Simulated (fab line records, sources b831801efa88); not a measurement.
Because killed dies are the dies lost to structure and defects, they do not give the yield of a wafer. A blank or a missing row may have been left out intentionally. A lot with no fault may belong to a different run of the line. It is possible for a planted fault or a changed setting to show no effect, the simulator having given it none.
fab line records | flow sky130
record lots=12 wafers=36 last-day=50
route steps=708 shown CAP2M@607 METAL4@631 VIA4@646 METAL5@663 PAD_OPEN@708
lots that met no fault: taken from a fault-free run of the same line
start-h: start of the lot's first displayed wafer, in hours after the record's first day | wait-h: hours since the lot's step before | " same as the row above | L1.1+2: several wafers, shown together as one row | - no value, or no start given | * or withheld: withheld | < > ~ a bound
route shown NAME@n: NAME is a module with steps in the file, n the number in the route of the first one | usual: the fault-free wafers' mean and standard deviation | same: alike in all rows | chamber/n: place in a boat | sites: readings site by site | _std_site: their standard deviation | _edge_site: the outer-site mean with the inner-site mean subtracted | radius-mm: how far each site lies from the wafer's centre | mask NAME#n: copy n | behind: the tool/chamber that last shaped the wafer | hold: why the lot was held/for how many hours/how that ended | device: which transistor (n, p or np) failed to switch | end of line: the route-end tests of the same wafers | where a step has no rows: the recipe by itself | killed: at the first sort, the dies lost to defects and structure; wafer yield is something else | map: a wafer's dies, marking killed ones x, the rest . and places with no die _
set.NAME: setting as actually run; set.NAME@STEP: the setting as run at that earlier step | model.NAME: the simulator's own value behind a step, which no gauge read
one table for each step of the route and one row for each wafer, over a sample of lots
services: from which hour (start-h, from the record's first day; less than 0 if before it) a tool's chamber was out of use, for how many hours, and why
## steps
# step SKY_CAP2M_THK_MEAS_04
# recipe thk-meas-gauge=xrf reads=TiN_of_CAP2M_SPUTTER_02
# usual CAP2M_TIN_THK=197.3/2.3
# columns lot.wafer tool chamber start-h wait-h CAP2M_TIN_THK[nm]
L644.3 film-metro-01 - 929.15 0.1 198.9
L644.5 " - " " 196.4
L644.6 " - " " 198.0
L646.1 film-metro-03 - 945.25 0.1 195.7
L646.4 " - " " 194.7
L646.5 " - " " 194.5
L647.2 film-metro-03 - 955.54 0.1 195.0
L647.5 " - " " 197.2
L647.6 " - " " 193.4
L648.3 film-metro-01 - 968.35 0.1 196.6
L648.5 " - " " 195.1
L648.6 " - " " 194.8
L650.3 film-metro-02 - 977.99 0.1 197.3
L650.4 " - " " 196.2
L650.6 " - " " 197.0
L654.2 film-metro-02 - 1005.50 0.1 197.1
L654.4 " - " " 196.2
L654.5 " - " " 196.5
L653.1 film-metro-03 - 1005.95 0.1 201.0
L653.2 " - " " 201.9
L653.4 " - " " 199.4
L655.2 film-metro-01 - 1012.36 0.1 197.2
L655.3 " - " " 197.0
L655.4 " - " " 197.3
L658.2 film-metro-02 - 1042.79 0.1 199.7
L658.3 " - " " 202.3
L658.5 " - " " 200.5
L660.1 film-metro-01 - 1043.42 0.1 196.5
L660.2 " - " " 193.9
L660.4 " - " " 195.3
L661.1 film-metro-02 - 1046.61 0.1 197.5
L661.3 " - " " 199.7
L661.4 " - " " 198.4
L665.1 film-metro-01 - 1077.40 0.1 196.7
L665.2 " - " " 195.1
L665.5 " - " " 196.4
# step SKY_METAL4_DESCUM_15
# recipe chemistry=O2 source-power-w=150 bias-power-w=0 pressure-mtorr=10 temp-c=40 time-s=8
# usual drypump-motor-current-A=5.5/0.36 oes-product-au=1.007/0.0092 rf-fwd-power-W=147.6/0.72
# same bias-power-w=0
# columns lot.wafer tool chamber start-h wait-h drypump-motor-current-A oes-product-au rf-fwd-power-W rf-hours-counter-h
L644.3 rie-metal-01 0 978.98 0.0 5.1 0.995 146.8 -
L644.5 " 1 " " 6.0 1.008 147.5 -
L644.6 " 0 " " 5.1 0.980 146.7 -
L646.1 rie-metal-04 1 994.18 0.0 5.7 1.000 148.3 14
L646.4 " 1 " " 5.7 1.003 148.2 -
L646.5 " 1 " " 5.7 1.006 147.6 -
L647.2 rie-metal-04 0 1004.02 0.0 5.9 1.008 147.3 8
L647.5 " 0 " " 5.9 1.010 147.3 -
L647.6 " 1 " " 5.7 0.995 148.7 -
L648.3 rie-metal-04 0 1015.48 0.0 5.9 1.011 146.4 -
L648.5 " 1 " " 5.7 1.008 147.8 -
L648.6 " 0 " " 5.9 1.004 146.9 -
L650.3 rie-metal-01 0 1025.31 0.0 5.1 0.998 147.6 -
L650.4 " 1 " " 6.0 1.013 146.9 -
L650.6 " 1 " " 6.0 1.010 147.0 -
L654.2 rie-metal-01 1 1051.75 0.0 6.0 1.015 146.9 15
L654.4 " 0 " " 5.1 0.995 146.0 -
L654.5 " 1 " " 6.0 1.011 147.0 -
L653.1 rie-metal-03 0 1052.18 0.0 5.7 1.006 147.9 0
L653.2 " 1 " " 5.1 1.008 148.1 4
L653.4 " 0 " " 5.7 1.012 148.1 -
L655.2 rie-metal-03 1 1058.28 0.0 5.1 1.013 147.4 4
L655.3 " 1 " " 5.1 1.018 147.7 -
L655.4 " 0 " " 5.7 1.022 149.7 -
L658.2 rie-metal-03 1 1085.83 0.0 5.1 0.996 148.3 6
L658.3 " 0 " " 5.7 1.004 148.2 -
L658.5 " 1 " " 5.1 1.007 148.3 -
L660.1 rie-metal-01 0 1086.53 0.0 5.1 0.999 147.0 10
L660.2 " 1 " " 6.0 1.007 147.1 17
L660.4 " 0 " " 5.1 0.996 147.2 -
L661.1 rie-metal-01 1 1089.52 0.0 5.9 1.019 147.4 18
L661.3 " 1 " " 6.0 1.022 146.9 -
L661.4 " 0 " " 5.1 1.007 147.4 -
L665.1 rie-metal-03 1 1118.82 0.0 5.1 1.016 147.7 9
L665.2 " 0 " " 5.6 1.020 147.9 5
L665.5 " 0 " " 5.7 1.023 148.1 -
# step SKY_VIA4_SOFTBAKE_07
# recipe temp-c=90 time-s=60 resist=NOVOLAK
# usual heater-power-total-W=56.59/0.044 run-length-s=89.13/0.19
# columns lot.wafer tool chamber start-h wait-h heater-power-total-W run-length-s
L644.3 litho-track-04 0 991.95 0.1 56.56 88.94
L644.5 " 0 " " 56.54 89.21
L644.6 " 0 " " 56.56 89.18
L646.1 litho-track-02 0 1007.57 0.1 56.63 89.46
L646.4 " 0 " " 56.61 89.40
L646.5 " 0 " " 56.61 89.34
L647.2 litho-track-01 0 1016.59 0.1 56.61 88.86
L647.5 " 0 " " 56.55 88.82
L647.6 " 0 " " 56.62 89.13
L648.3 litho-track-02 0 1028.67 0.1 56.61 89.52
L648.5 " 0 " " 56.65 89.29
L648.6 " 0 " " 56.60 89.32
L650.3 litho-track-02 0 1037.32 0.1 56.62 89.36
L650.4 " 0 " " 56.63 89.32
L650.6 " 0 " " 56.57 89.41
L654.2 litho-track-01 0 1063.44 0.1 56.67 89.29
L654.4 " 0 " " 56.58 88.87
L654.5 " 0 " " 56.61 89.28
L653.1 litho-track-01 0 1064.01 0.1 56.60 107.78
L653.2 " 0 " " 56.59 107.75
L653.4 " 0 " " 56.60 107.80
L655.2 litho-track-01 0 1070.89 0.1 56.56 107.94
L655.3 " 0 " " 56.63 107.77
L655.4 " 0 " " 56.54 107.72
L658.2 litho-track-02 0 1098.15 0.1 56.61 89.22
L658.3 " 0 " " 56.59 89.26
L658.5 " 0 " " 56.59 89.25
L660.1 litho-track-02 0 1098.73 0.1 56.54 89.56
L660.2 " 0 " " 56.60 89.30
L660.4 " 0 " " 56.60 89.18
L661.1 litho-track-04 0 1100.80 0.1 56.62 89.05
L661.3 " 0 " " 56.54 89.07
L661.4 " 0 " " 56.55 89.16
L665.1 litho-track-02 0 1129.68 0.1 56.59 89.18
L665.2 " 0 " " 56.64 89.23
L665.5 " 0 " " 56.57 89.19
# step SKY_METAL5_SPUTTER_02
# recipe material=AlCu target-thk-nm=1150 power-w=10600 time-s=61.2 chamber-pressure-pa=0.4
# usual cathode-dc-power-W=10601/1.9 throttle-valve-pct=29.7/0.92
# columns lot.wafer tool chamber start-h wait-h cathode-dc-power-W throttle-valve-pct
L644.3 pvd-sputter-02 - 1005.22 0.0 10600 30.1
L644.5 " - " " 10603 28.4
L644.6 " - " " 10601 30.2
L646.1 pvd-sputter-03 - 1020.57 0.0 10602 29.4
L646.4 " - " " 10601 29.4
L646.5 " - " " 10601 31.3
L647.2 pvd-sputter-04 - 1029.64 0.0 10602 30.8
L647.5 " - " " 10601 31.0
L647.6 " - " " 10598 29.8
L648.3 pvd-sputter-04 - 1040.84 0.0 10603 29.8
L648.5 " - " " 10600 30.5
L648.6 " - " " 10603 29.7
L650.3 pvd-sputter-02 - 1049.93 0.0 10601 30.0
L650.4 " - " " 10601 29.1
L650.6 " - " " 10600 28.3
L654.2 pvd-sputter-04 - 1076.25 0.0 10601 30.7
L654.4 " - " " 10598 30.7
L654.5 " - " " 10597 29.9
L653.1 pvd-sputter-02 - 1076.79 0.0 10603 28.1
L653.2 " - " " 10599 29.7
L653.4 " - " " 10603 29.1
L655.2 pvd-sputter-03 - 1084.70 0.0 10604 29.8
L655.3 " - " " 10602 29.9
L655.4 " - " " 10601 29.3
L658.2 pvd-sputter-04 - 1109.17 0.0 10602 31.0
L658.3 " - " " 10601 28.2
L658.5 " - " " 10602 29.8
L660.1 pvd-sputter-02 - 1109.75 0.0 10601 28.7
L660.2 " - " " 10601 29.3
L660.4 " - " " 10598 29.9
L661.1 pvd-sputter-03 - 1112.48 0.0 10598 29.8
L661.3 " - " " 10604 31.1
L661.4 " - " " 10604 30.3
L665.1 pvd-sputter-03 - 1140.29 0.0 10603 29.7
L665.2 " - " " 10599 29.0
L665.5 " - " " 10603 29.3
# step SKY_PAD_OPEN_PROBE_99
# usual defect-limited-yield=82.6/2 killed_at_M0_to_M3=43/7.6 killed_at_M4_up=2.9/1.9 killed-at-contacts=24/5 killed-at-front-end=15/4.3 killed-at-other=0.3/0.54 killed-dies=85/10 killed-open=47/7 killed-short=38/6.4 sort_bin_3_pad_short=0.8/0.4 sort_bin_5_function=10.3/1.6 sort_bin_6_memory=6.2/1.1 sort-n-pass=407/10 sort-yield-pct=82.6/2
# same gross-dies=492 killed-at-back-side=0 sort_bin_4_leakage[%]=0 sort_bin_8_speed[%]=0
# columns lot.wafer tool chamber start-h wait-h defect-limited-yield[%] killed_at_M0_to_M3 killed_at_M4_up killed-at-contacts killed-at-front-end killed-at-other killed-dies killed-open killed-short sort_bin_3_pad_short[%] sort_bin_5_function[%] sort_bin_6_memory[%] sort-n-pass sort-yield-pct[%]
L644.3 prober-02 - 1075.92 0.2 82.5 35 4 25 22 0 86 41 45 1.0 7.9 8.5 406 82.5
L644.5 prober-02 - 1076.02 0.2 82.1 31 4 36 16 1 88 56 32 1.6 8.5 7.7 404 82.1
L644.6 prober-02 - 1076.07 0.2 81.7 43 5 22 20 0 90 42 48 0.8 10.2 7.3 402 81.7
L646.1 prober-02 - 1088.34 0.1 83.3 44 5 19 13 1 82 42 40 1.0 8.3 7.3 410 83.3
L646.4 prober-02 - 1088.49 0.2 83.7 39 4 23 12 2 80 51 29 1.2 7.7 7.3 412 83.7
L646.5 prober-02 - 1088.54 0.2 84.8 39 5 21 10 0 75 45 30 1.0 10.2 4.1 417 84.8
L647.2 prober-01 - 1098.52 0.1 84.6 42 1 18 15 0 76 45 31 0.8 7.7 6.9 416 84.6
L647.5 prober-01 - 1098.67 0.2 83.9 37 3 23 15 1 79 44 35 0.8 9.3 5.9 413 83.9
L647.6 prober-01 - 1098.72 0.2 82.9 35 3 31 15 0 84 51 33 1.2 11.8 4.1 408 82.9
L648.3 prober-02 - 1107.16 0.2 82.9 42 3 32 7 0 84 46 38 1.6 10.4 5.1 408 82.9
L648.5 prober-02 - 1107.26 0.2 83.1 42 3 21 17 0 83 51 32 0.6 9.3 6.9 409 83.1
L648.6 prober-02 - 1107.31 0.2 83.7 33 2 29 16 0 80 45 35 1.2 8.1 6.9 412 83.7
L650.3 prober-02 - 1114.34 0.2 85.0 34 1 23 16 0 74 45 29 0.6 9.1 5.3 418 85.0
L650.4 prober-02 - 1114.39 0.2 84.6 38 4 21 13 0 76 39 37 0.6 9.1 5.7 416 84.6
L650.6 prober-02 - 1114.49 0.2 82.9 47 4 19 14 0 84 45 39 0.6 10.0 6.5 408 82.9
L654.2 prober-01 - 1138.36 0.1 81.3 48 2 26 16 0 92 48 44 0.8 11.2 6.7 400 81.3
L654.4 prober-01 - 1138.46 0.2 83.7 43 3 27 7 0 80 39 41 0.6 9.6 6.1 412 83.7
L654.5 prober-01 - 1138.51 0.2 82.1 43 4 26 14 1 88 47 41 1.0 10.2 6.7 404 82.1
L653.1 prober-02 - 1140.06 0.1 81.7 44 4 26 15 1 90 57 33 0.4 11.0 6.9 402 81.7
L653.2 prober-02 - 1140.11 0.1 83.3 43 2 19 18 0 82 47 35 1.0 10.8 4.9 410 83.3
L653.4 prober-02 - 1140.21 0.2 88.2 27 0 20 11 0 58 29 29 0.2 5.9 5.7 434 88.2
L655.2 prober-01 - 1146.53 0.1 80.1 51 3 22 20 2 98 56 42 1.4 12.4 6.1 394 80.1
L655.3 prober-01 - 1146.58 0.2 80.3 53 1 22 19 2 97 52 45 1.2 11.6 6.9 395 80.3
L655.4 prober-01 - 1146.63 0.2 83.9 44 2 18 15 0 79 44 35 1.0 10.2 4.9 413 83.9
L658.2 prober-01 - 1169.44 0.1 80.9 54 4 20 16 0 94 51 43 1.0 12.0 6.1 398 80.9
L658.3 prober-01 - 1169.49 0.2 86.2 32 1 19 16 0 68 42 26 0.6 8.5 4.7 424 86.2
L658.5 prober-01 - 1169.59 0.2 85.0 35 1 19 19 0 74 42 32 0.8 8.5 5.7 418 85.0
L660.1 prober-02 - 1170.27 0.1 81.5 57 2 28 4 0 91 57 34 0.8 8.7 8.9 401 81.5
L660.2 prober-02 - 1170.32 0.1 81.5 46 5 26 13 1 91 42 49 0.4 11.2 6.9 401 81.5
L660.4 prober-02 - 1170.42 0.2 77.8 67 1 26 14 1 109 56 53 1.4 13.6 7.1 383 77.8
L661.1 prober-01 - 1171.65 0.1 81.9 51 0 26 11 1 89 55 34 0.4 12.2 5.5 403 81.9
L661.3 prober-01 - 1171.75 0.2 81.5 41 1 29 19 1 91 51 40 0.6 10.4 7.5 401 81.5
L661.4 prober-01 - 1171.80 0.2 82.5 40 3 21 22 0 86 52 34 0.2 10.4 6.9 406 82.5
L665.1 prober-01 - 1196.32 0.1 82.9 35 3 27 19 0 84 38 46 1.0 9.6 6.5 408 82.9
L665.2 prober-01 - 1196.37 0.1 78.3 50 2 33 20 2 107 71 36 0.6 13.6 7.5 385 78.3
L665.5 prober-01 - 1196.52 0.2 81.5 56 3 21 11 0 91 53 38 0.2 10.8 7.5 401 81.5
# killed by level:class
L644.3 FIELD_ISO:geometric-particle:open=8 VIA1:geometric-particle:open=8 LOCAL_INTERCONNECT:geometric-particle:short=7 LI_CONTACT:geometric-particle:open=6 CONTACT:geometric-particle:short=6 METAL2:geometric-particle:short=5 FIELD_ISO:geometric-particle:short=4 POLY_GATE:geometric-particle:short=4
L644.5 VIA1:geometric-particle:open=15 CONTACT:geometric-particle:open=12 CONTACT:geometric-particle:short=10 LOCAL_INTERCONNECT:geometric-particle:short=8 POLY_GATE:geometric-particle:open=6 VIA3:geometric-particle:open=6 FIELD_ISO:geometric-particle:short=5 LI_CONTACT:geometric-particle:open=4
L644.6 VIA1:geometric-particle:open=13 CONTACT:geometric-particle:short=8 FIELD_ISO:geometric-particle:short=7 CONTACT:geometric-particle:open=6 VIA3:geometric-particle:open=6 VIA3:geometric-particle:short=5 POLY_GATE:geometric-particle:short=4 SPACER:geometric-particle:short=4
L646.1 VIA2:geometric-particle:open=9 CONTACT:geometric-particle:open=7 VIA1:geometric-particle:open=6 METAL1:geometric-particle:short=5 METAL2:geometric-particle:short=5 FIELD_ISO:geometric-particle:open=4 LI_CONTACT:geometric-particle:open=4 POLY_GATE:geometric-particle:open=4
L646.4 VIA2:geometric-particle:open=11 VIA1:geometric-particle:open=9 LI_CONTACT:geometric-particle:open=8 CONTACT:geometric-particle:open=8 POLY_GATE:geometric-particle:open=6 METAL2:geometric-particle:short=6 LI_CONTACT:geometric-particle:short=3 CONTACT:geometric-particle:short=3
L646.5 CONTACT:geometric-particle:open=10 VIA1:geometric-particle:open=9 VIA3:geometric-particle:open=7 POLY_GATE:geometric-particle:open=5 METAL4:geometric-particle:short=4 LI_CONTACT:geometric-particle:open=4 VIA2:geometric-particle:short=4 VIA2:geometric-particle:open=4
L647.2 VIA1:geometric-particle:open=11 VIA3:geometric-particle:open=8 VIA2:geometric-particle:open=5 LI_CONTACT:geometric-particle:open=5 CONTACT:geometric-particle:open=5 METAL1:geometric-particle:short=5 VIA1:geometric-particle:short=5 POLY_GATE:geometric-particle:open=4
L647.5 CONTACT:geometric-particle:open=10 VIA1:geometric-particle:open=10 METAL1:geometric-particle:short=8 VIA2:geometric-particle:open=6 POLY_GATE:geometric-particle:open=5 LI_CONTACT:geometric-particle:open=5 POLY_GATE:geometric-particle:short=4 LOCAL_INTERCONNECT:geometric-particle:short=4
L647.6 LI_CONTACT:geometric-particle:open=14 CONTACT:geometric-particle:open=9 VIA2:geometric-particle:open=6 VIA1:geometric-particle:open=6 FIELD_ISO:geometric-particle:open=5 METAL3:geometric-particle:short=5 VIA2:geometric-particle:short=4 VIA3:geometric-particle:open=4
L648.3 LI_CONTACT:geometric-particle:open=11 CONTACT:geometric-particle:open=9 VIA2:geometric-particle:open=9 VIA1:geometric-particle:open=7 METAL1:geometric-particle:short=6 METAL2:geometric-particle:short=6 VIA3:geometric-particle:open=5 LI_CONTACT:geometric-particle:short=4
L648.5 VIA1:geometric-particle:open=12 CONTACT:geometric-particle:open=10 VIA3:geometric-particle:open=9 FIELD_ISO:geometric-particle:open=6 SPACER:geometric-particle:short=5 LI_CONTACT:geometric-particle:open=5 VIA1:geometric-particle:short=5 VIA2:geometric-particle:short=4
L648.6 LI_CONTACT:geometric-particle:open=10 CONTACT:geometric-particle:open=8 METAL2:geometric-particle:short=7 VIA2:geometric-particle:open=7 POLY_GATE:geometric-particle:open=6 LOCAL_INTERCONNECT:geometric-particle:short=4 SPACER:geometric-particle:short=3 LI_CONTACT:geometric-particle:short=3
L650.3 CONTACT:geometric-particle:open=9 VIA1:geometric-particle:open=8 FIELD_ISO:geometric-particle:short=6 LI_CONTACT:geometric-particle:open=6 LOCAL_INTERCONNECT:geometric-particle:short=6 VIA3:geometric-particle:open=6 VIA2:geometric-particle:open=5 POLY_GATE:geometric-particle:open=3
L650.4 CONTACT:geometric-particle:open=11 VIA3:geometric-particle:open=10 METAL1:geometric-particle:short=8 POLY_GATE:geometric-particle:short=5 METAL2:geometric-particle:short=5 POLY_GATE:geometric-particle:open=4 VIA1:geometric-particle:short=4 VIA1:geometric-particle:open=4
L650.6 VIA2:geometric-particle:open=8 CONTACT:geometric-particle:open=8 VIA1:geometric-particle:open=7 VIA3:geometric-particle:open=7 METAL1:geometric-particle:short=6 CONTACT:geometric-particle:short=5 FIELD_ISO:geometric-particle:open=4 VIA1:geometric-particle:short=4
L654.2 VIA2:geometric-particle:open=13 CONTACT:geometric-particle:open=8 CONTACT:geometric-particle:short=8 VIA1:geometric-particle:short=8 VIA1:geometric-particle:open=8 METAL2:geometric-particle:short=7 POLY_GATE:geometric-particle:short=5 VIA3:geometric-particle:open=5
L654.4 METAL2:geometric-particle:short=9 LI_CONTACT:geometric-particle:open=8 CONTACT:geometric-particle:open=8 VIA3:geometric-particle:open=7 LI_CONTACT:geometric-particle:short=6 METAL1:geometric-particle:short=5 VIA2:geometric-particle:short=4 VIA2:geometric-particle:open=4
L654.5 VIA1:geometric-particle:open=14 CONTACT:geometric-particle:open=8 VIA3:geometric-particle:open=7 LI_CONTACT:geometric-particle:open=6 CONTACT:geometric-particle:short=6 METAL1:geometric-particle:short=6 VIA1:geometric-particle:short=5 POLY_GATE:geometric-particle:short=4
L653.1 VIA1:geometric-particle:open=12 CONTACT:geometric-particle:open=12 VIA3:geometric-particle:open=9 LI_CONTACT:geometric-particle:open=6 METAL2:geometric-particle:short=6 FIELD_ISO:geometric-particle:open=5 VIA2:geometric-particle:open=5 CONTACT:geometric-particle:short=4
L653.2 VIA1:geometric-particle:open=13 VIA1:geometric-particle:short=7 LI_CONTACT:geometric-particle:open=6 VIA3:geometric-particle:open=6 FIELD_ISO:geometric-particle:open=5 VIA2:geometric-particle:open=5 LOCAL_INTERCONNECT:geometric-particle:short=4 METAL1:geometric-particle:short=4
L653.4 CONTACT:geometric-particle:open=6 LI_CONTACT:geometric-particle:open=5 VIA1:geometric-particle:open=5 LOCAL_INTERCONNECT:geometric-particle:short=4 METAL3:geometric-particle:short=4 VIA3:geometric-particle:open=4 FIELD_ISO:geometric-particle:short=3 METAL1:geometric-particle:short=3
L655.2 CONTACT:geometric-particle:open=14 VIA1:geometric-particle:open=10 VIA2:geometric-particle:open=10 VIA3:geometric-particle:short=6 FIELD_ISO:geometric-particle:short=5 POLY_GATE:geometric-particle:short=5 LI_CONTACT:geometric-particle:open=5 METAL2:geometric-particle:short=5
L655.3 VIA1:geometric-particle:open=11 CONTACT:geometric-particle:open=9 FIELD_ISO:geometric-particle:short=8 VIA3:geometric-particle:open=8 LI_CONTACT:geometric-particle:open=7 VIA2:geometric-particle:open=7 VIA3:geometric-particle:short=5 VIA1:geometric-particle:short=5
L655.4 VIA1:geometric-particle:short=9 VIA1:geometric-particle:open=9 VIA3:geometric-particle:open=8 VIA2:geometric-particle:open=7 FIELD_ISO:geometric-particle:short=6 LI_CONTACT:geometric-particle:open=6 FIELD_ISO:geometric-particle:open=5 CONTACT:geometric-particle:open=5
L658.2 VIA1:geometric-particle:open=11 VIA2:geometric-particle:open=9 METAL1:geometric-particle:short=8 VIA3:geometric-particle:open=7 METAL2:geometric-particle:short=7 LOCAL_INTERCONNECT:geometric-particle:short=5 CONTACT:geometric-particle:short=5 FIELD_ISO:geometric-particle:open=4
L658.3 VIA1:geometric-particle:open=10 CONTACT:geometric-particle:open=10 VIA3:geometric-particle:open=6 FIELD_ISO:geometric-particle:open=5 FIELD_ISO:geometric-particle:short=4 LI_CONTACT:geometric-particle:open=4 VIA1:geometric-particle:short=4 METAL2:geometric-particle:short=4
L658.5 VIA1:geometric-particle:open=12 CONTACT:geometric-particle:open=8 FIELD_ISO:geometric-particle:short=7 CONTACT:geometric-particle:short=6 FIELD_ISO:geometric-particle:open=4 POLY_GATE:geometric-particle:open=4 VIA3:geometric-particle:open=4 VIA2:geometric-particle:open=3
L660.1 VIA1:geometric-particle:open=18 LI_CONTACT:geometric-particle:open=10 VIA2:geometric-particle:open=7 VIA3:geometric-particle:open=7 LOCAL_INTERCONNECT:geometric-particle:short=5 CONTACT:geometric-particle:short=5 METAL1:geometric-particle:short=5 VIA1:geometric-particle:short=5
L660.2 VIA1:geometric-particle:open=14 LI_CONTACT:geometric-particle:short=9 LI_CONTACT:geometric-particle:open=8 VIA3:geometric-particle:short=7 LOCAL_INTERCONNECT:geometric-particle:short=7 VIA3:geometric-particle:open=6 METAL1:geometric-particle:short=4 VIA2:geometric-particle:short=4
L660.4 VIA1:geometric-particle:open=16 METAL2:geometric-particle:short=10 METAL1:geometric-particle:short=9 LI_CONTACT:geometric-particle:open=7 VIA2:geometric-particle:short=7 CONTACT:geometric-particle:short=7 VIA2:geometric-particle:open=7 FIELD_ISO:geometric-particle:open=6
L661.1 CONTACT:geometric-particle:open=11 VIA1:geometric-particle:open=11 LI_CONTACT:geometric-particle:open=9 VIA3:geometric-particle:open=9 METAL3:geometric-particle:short=6 FIELD_ISO:geometric-particle:open=5 METAL1:geometric-particle:short=5 VIA2:geometric-particle:open=4
L661.3 VIA1:geometric-particle:open=9 CONTACT:geometric-particle:open=9 POLY_GATE:geometric-particle:open=7 LI_CONTACT:geometric-particle:open=7 METAL1:geometric-particle:short=6 VIA3:geometric-particle:open=6 FIELD_ISO:geometric-particle:short=5 CONTACT:geometric-particle:short=5
L661.4 VIA1:geometric-particle:open=14 CONTACT:geometric-particle:open=10 POLY_GATE:geometric-particle:open=6 VIA1:geometric-particle:short=5 VIA2:geometric-particle:open=5 FIELD_ISO:geometric-particle:short=4 FIELD_ISO:geometric-particle:open=4 LI_CONTACT:geometric-particle:short=3
L665.1 CONTACT:geometric-particle:open=13 METAL1:geometric-particle:short=8 VIA1:geometric-particle:open=7 FIELD_ISO:geometric-particle:open=4 FIELD_ISO:geometric-particle:short=4 LOCAL_INTERCONNECT:geometric-particle:short=4 SPACER:geometric-particle:short=4 LI_CONTACT:geometric-particle:short=4
L665.2 CONTACT:geometric-particle:open=18 VIA2:geometric-particle:open=11 VIA1:geometric-particle:open=10 FIELD_ISO:geometric-particle:open=8 VIA3:geometric-particle:open=7 LI_CONTACT:geometric-particle:open=5 METAL1:geometric-particle:short=5 POLY_GATE:geometric-particle:open=4
L665.5 VIA3:geometric-particle:open=15 VIA1:geometric-particle:short=8 VIA1:geometric-particle:open=8 CONTACT:geometric-particle:open=8 METAL2:geometric-particle:short=6 LI_CONTACT:geometric-particle:open=5 CONTACT:geometric-particle:short=5 VIA2:geometric-particle:open=5
## services
# columns tool chamber start-h hours kind
pvd-sputter-03 - 963.24 2.3 repair
pvd-sputter-03 - 963.60 0.6 repair
rie-metal-03 1 963.65 - clean
rie-metal-03 1 963.65 19.6 scheduled-down
rie-metal-03 1 963.65 19.6 vent-cycle
rie-metal-03 - 999.56 14.6 pm
pvd-sputter-02 - 1006.96 3.3 repair
pvd-sputter-04 - 1016.84 0.5 repair
rie-metal-03 0 1028.23 - clean
rie-metal-03 0 1028.23 12.1 scheduled-down
rie-metal-03 0 1028.23 12.1 vent-cycle
pvd-sputter-02 - 1056.81 9.3 repair
rie-metal-04 0 1087.19 2.7 repair
## key
first-sign step=SKY_VIA4_SOFTBAKE_07 reading=run-length-s direction=up sigmas=96 usual=* struck=*
effect none on later readings
met-at SKY_VIA4_SOFTBAKE_07
struck-lots L653,L655
not-acting-at SKY_CAP2M_THK_MEAS_04,SKY_METAL4_DESCUM_15,SKY_METAL5_SPUTTER_02
onset-between 1063.44 1064.01
fault kind=process-parameter-drift tool=litho-track-01 chamber=- onset-h=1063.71 steps=SKY_VIA4_SOFTBAKE_07 channel=time-s offset=* shape=step end-h=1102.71 acts-in=* stated=*
